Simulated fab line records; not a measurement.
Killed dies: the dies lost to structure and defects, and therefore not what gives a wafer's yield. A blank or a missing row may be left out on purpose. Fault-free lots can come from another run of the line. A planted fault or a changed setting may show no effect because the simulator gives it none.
Problem report in the 8D (eight disciplines) form, filled by code / flow sky130 / the parts of the form that need people (team, actions taken, sign-off) are left out

1. PROBLEM STATEMENT
Mean of beam_energy_keV at SKY_LDD_LDN_IMPLANT_11: 17.943 across 6 wafers in 2 lots; on wafers with no fault it is 15.000 (standard deviation 0.0042). That is +99 or more standard deviations from the usual mean.
Seen first at day 28 08:04 on implanter-04, wafer L916.1. The record has a number at this step for 18 wafers belonging to 6 lots. The rule behind "out" and "out of limits": a value lying over 4 standard deviations away from the usual mean. The rest of the wafers with a number are treated as sound.

2. WHAT THIS IS AND IS NOT
question=which readings at this step | is=beam_energy_keV | is not=beam_on_s, faraday_current_uA, rotation_deg
question=which lots | is=L916, L918 | is not=L903, L906, L921, L924
question=which wafers of those lots | is=all that have a number | is not=-
question=read on which tools | is=implanter-04 | is not=implanter-01
question=when | is=from day 28 08:04 | is not=up to then (6 sound wafers); but 6 sound wafers of L921, L924 came after

3. THE SUSPECTS, EACH WITH WHAT RULES IT OUT
Counting: a tool at any process step up to the reading remains a suspect when it ran all the lots that are out and ran no sound lot after the first of those.
- implanter-04 at SKY_LDD_LDN_IMPLANT_11: ruled out as a lasting fault. Following L916 (day 28 08:04), the first lot on it that is out, the sound lots L924 were run on it.
Left after counting: nothing in the record.

4. THE CAUSE (what the simulator had put in)
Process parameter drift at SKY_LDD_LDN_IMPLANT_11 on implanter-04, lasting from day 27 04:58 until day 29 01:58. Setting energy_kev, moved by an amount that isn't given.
Counting ruled it out, wrongly.

5. SEQUENCE OF EFFECTS, ordered by route
One row per reading whose mean, taken over the struck wafers that have a number, lies over 3 standard deviations from the usual. Readings are gone through only where the record gives a usual standard deviation; hours: the median, over the lots, of the time from a lot's start at the first step in this table giving one to that lot's start at this step; sigmas: the change measured in usual standard deviations.
hours=0; step=SKY_LDD_LDN_IMPLANT_11; reading=beam_energy_keV; usual=15.000; on struck wafers=17.943; change=+2.943; sigmas=+99 or more
Process steps it contains:
- SKY_LDD_LDN_IMPLANT_11

6. HOW IT WOULD HAVE BEEN CAUGHT EARLIER
First out-of-limits reading in this record: day 28 08:04, which is 27 hours after fault onset at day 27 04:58.
